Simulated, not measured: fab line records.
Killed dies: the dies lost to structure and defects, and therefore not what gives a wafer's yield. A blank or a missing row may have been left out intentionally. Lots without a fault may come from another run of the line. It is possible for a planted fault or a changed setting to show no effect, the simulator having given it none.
The tool behind it: which one? + flow gf180mcu + 33 wafers from 11 lots sampled at 3 of the route's 602 steps

WHAT THE GAUGES READ, wafer by wafer
GF_V1_THK_MEAS_03.
| lot  | measured     | on            | V1_CVD_02_THK (nm) |
|------|--------------|---------------|--------------------|
| L456 | day 17 07:40 | film-metro-01 | 845 845 850        |
| L458 | day 18 01:19 | film-metro-03 | 834 851 839        |
| L460 | day 18 19:57 | film-metro-02 | 847 842 851        |
| L463 | day 19 18:10 | film-metro-01 | 868 855 863        |
| L464 | day 20 02:14 | film-metro-03 | 820 842 847        |
| L466 | day 21 09:24 | film-metro-03 | 851 828 849        |
| L469 | day 23 01:24 | film-metro-01 | 841 834 851        |
| L470 | day 23 04:20 | film-metro-03 | 859 856 850        |
| L476 | day 24 14:58 | film-metro-03 | 843 855 865        |
| L478 | day 25 02:59 | film-metro-03 | 843 832 865        |
| L479 | day 25 14:17 | film-metro-03 | 855 847 857        |

TOOL THAT RAN EACH LOT (tool first, then ch and the chambers of the sampled wafers, then the start)
| lot  | GF_M1_SPUTTER_01             | GF_V1_CVD_02                    |
|------|------------------------------|---------------------------------|
| L456 | pvd-sputter-02, day 16 07:37 | pecvd-01 ch 1,2, day 17 07:35   |
| L458 | pvd-sputter-02, day 17 00:57 | pecvd-02 ch 1,2, day 18 01:14   |
| L460 | pvd-sputter-04, day 17 19:11 | pecvd-01 ch 0,2, day 18 19:52   |
| L463 | pvd-sputter-02, day 18 16:39 | pecvd-01 ch 0,1,2, day 19 18:07 |
| L464 | pvd-sputter-04, day 19 00:51 | pecvd-02 ch 0,1, day 20 02:10   |
| L466 | pvd-sputter-04, day 20 07:59 | pecvd-03 ch 0,1,2, day 21 09:19 |
| L469 | pvd-sputter-03, day 22 00:51 | pecvd-01 ch 0,1,2, day 23 01:20 |
| L470 | pvd-sputter-04, day 22 03:59 | pecvd-02 ch 0,1,2, day 23 04:16 |
| L476 | pvd-sputter-03, day 23 14:55 | pecvd-03 ch 0,1, day 24 14:54   |
| L478 | pvd-sputter-04, day 24 04:08 | pecvd-03 ch 0,2, day 25 02:55   |
| L479 | pvd-sputter-02, day 24 15:35 | pecvd-01 ch 0,1,2, day 25 14:13 |
- GF_M1_SPUTTER_01: material TiN, target thk 30 nm, time 25 s.
- GF_V1_CVD_02: deposits SiO2 from TEOS, target thk 850 nm, time 94.851 s.

AS READ BY THE TOOLS THEMSELVES (means over the sampled wafers that have a number; for cases with no such wafer, the mark the record gives instead)
GF_M1_SPUTTER_01.
| lot  | tool           | throttle-valve-pct (%) |
|------|----------------|------------------------|
| L456 | pvd-sputter-02 | 30.0                   |
| L458 | pvd-sputter-02 | 30.3                   |
| L460 | pvd-sputter-04 | 28.9                   |
| L463 | pvd-sputter-02 | 30.0                   |
| L464 | pvd-sputter-04 | 29.9                   |
| L466 | pvd-sputter-04 | 28.8                   |
| L469 | pvd-sputter-03 | 31.0                   |
| L470 | pvd-sputter-04 | 28.9                   |
| L476 | pvd-sputter-03 | 31.7                   |
| L478 | pvd-sputter-04 | 28.8                   |
| L479 | pvd-sputter-02 | 29.4                   |

GF_V1_CVD_02.
| lot  | tool     | heater-power-w (W) |
|------|----------|--------------------|
| L456 | pecvd-01 | 561                |
| L458 | pecvd-02 | 672                |
| L460 | pecvd-01 | 627                |
| L463 | pecvd-01 | 497                |
| L464 | pecvd-02 | 719                |
| L466 | pecvd-03 | 543                |
| L469 | pecvd-01 | 539                |
| L470 | pecvd-02 | 640                |
| L476 | pecvd-03 | 560                |
| L478 | pecvd-03 | 508                |
| L479 | pecvd-01 | 594                |

THE ANSWER, worked out from the rows above alone
Rule: usual is defined by the lots themselves. Put in order of their means at a reading, lots are off if they are a third of the lots or fewer, leave a main group of 4 or more, and stand apart from it by a gap of 3 or more times the standard deviation of the main group's means; of several such gaps the widest counts. A main group is skipped when, at the precision printed for the reading in the tables above, its means are all equal. Also off: a lot with no number at a reading for which 4 or more lots have one. Any other lot the step has rows for is counted as sound. The gauges are gone through in route order, then the tools' own readings, and for those a lot's mean is taken as printed above. At the first step where some lot is off, the reading lying furthest off is the one used; lots without a number count as furthest.
Across all readings shown, no lot is off: no conclusion can be drawn from this.

WHAT WAS PUT IN BY THE SIMULATOR
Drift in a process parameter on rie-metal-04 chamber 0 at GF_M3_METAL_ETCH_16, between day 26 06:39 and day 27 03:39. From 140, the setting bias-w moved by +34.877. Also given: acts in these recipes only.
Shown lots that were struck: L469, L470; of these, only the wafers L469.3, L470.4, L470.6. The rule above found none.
